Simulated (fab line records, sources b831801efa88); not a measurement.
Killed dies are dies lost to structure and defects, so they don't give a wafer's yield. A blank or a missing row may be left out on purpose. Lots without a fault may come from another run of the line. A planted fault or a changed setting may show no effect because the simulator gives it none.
Which tool did it? | flow sky130 | 12 lots, 36 wafers sampled, at 2 steps of a route of 708

WHAT THE GAUGES READ, wafer by wafer
SKY_SD_N_OVL_MEAS_08.
lot  | measured     | on         | SD_N_OVL (nm)
L075 | day 28 11:35 | overlay-02 | 0.7 -0.9 0.5
L077 | day 29 08:52 | overlay-02 | -0.8 -0.4 -0.9
L079 | day 30 06:44 | overlay-02 | -0.7 -1.1 -1.5
L081 | day 30 10:59 | overlay-02 | 2.2 1.0 0.1
L083 | day 31 08:05 | overlay-01 | -1.3 -1.0 -1.2
L085 | day 32 04:13 | overlay-01 | -0.1 -0.7 -0.4
L087 | day 32 15:06 | overlay-02 | -0.4 -0.6 -0.7
L089 | day 33 01:57 | overlay-01 | -0.9 -1.0 0.3
L091 | day 33 17:50 | overlay-01 | 0.1 0.2 -1.0
L093 | day 34 07:41 | overlay-02 | 1.6 2.8 2.2
L095 | day 34 23:22 | overlay-02 | 1.9 0.6 1.4
L097 | day 35 06:26 | overlay-02 | -1.8 -1.0 -1.1

WHICH TOOL RAN EACH LOT (tool, then ch and the chambers of the sampled wafers, then the start)
lot  | SKY_VT_ADJUST_HVTP_STRIP_10
L075 | plasma_asher-02 ch 0,1, day 6 09:41
L077 | plasma_asher-01 ch 0,1, day 7 05:23
L079 | plasma_asher-01 ch 0, day 7 14:56
L081 | plasma_asher-01 ch 0,1, day 7 21:32
L083 | plasma_asher-02 ch 0,1, day 8 16:05
L085 | plasma_asher-03 ch 0,1, day 9 02:52
L087 | plasma_asher-01 ch 0,1, day 9 11:01
L089 | plasma_asher-02 ch 0,1, day 10 01:35
L091 | plasma_asher-02 ch 1, day 10 14:34
L093 | plasma_asher-02 ch 0,1, day 11 05:38
L095 | plasma_asher-03 ch 0,1, day 11 19:17
L097 | plasma_asher-01 ch 0,1, day 12 06:43
- SKY_VT_ADJUST_HVTP_STRIP_10: strips in O2/N2.

THE ANSWER, worked out from the rows above alone
Rule: what is usual is taken from the lots themselves. Put in order of their means at a reading, lots are off if they are a third of the lots or fewer, leave a main group of 4 or more, and stand apart from it by a gap of 3 or more times the standard deviation of the main group's means; of several such gaps the widest counts. A main group whose means are all the same, to the digits that the tables above print for the reading, isn't used. A lot without any number at a reading at which 4 lots or more have one is off too. The other lots that the step has rows for count as sound.
No lot is off at any reading shown: from this, nothing can be told.

WHAT THE SIMULATOR HAD PUT IN
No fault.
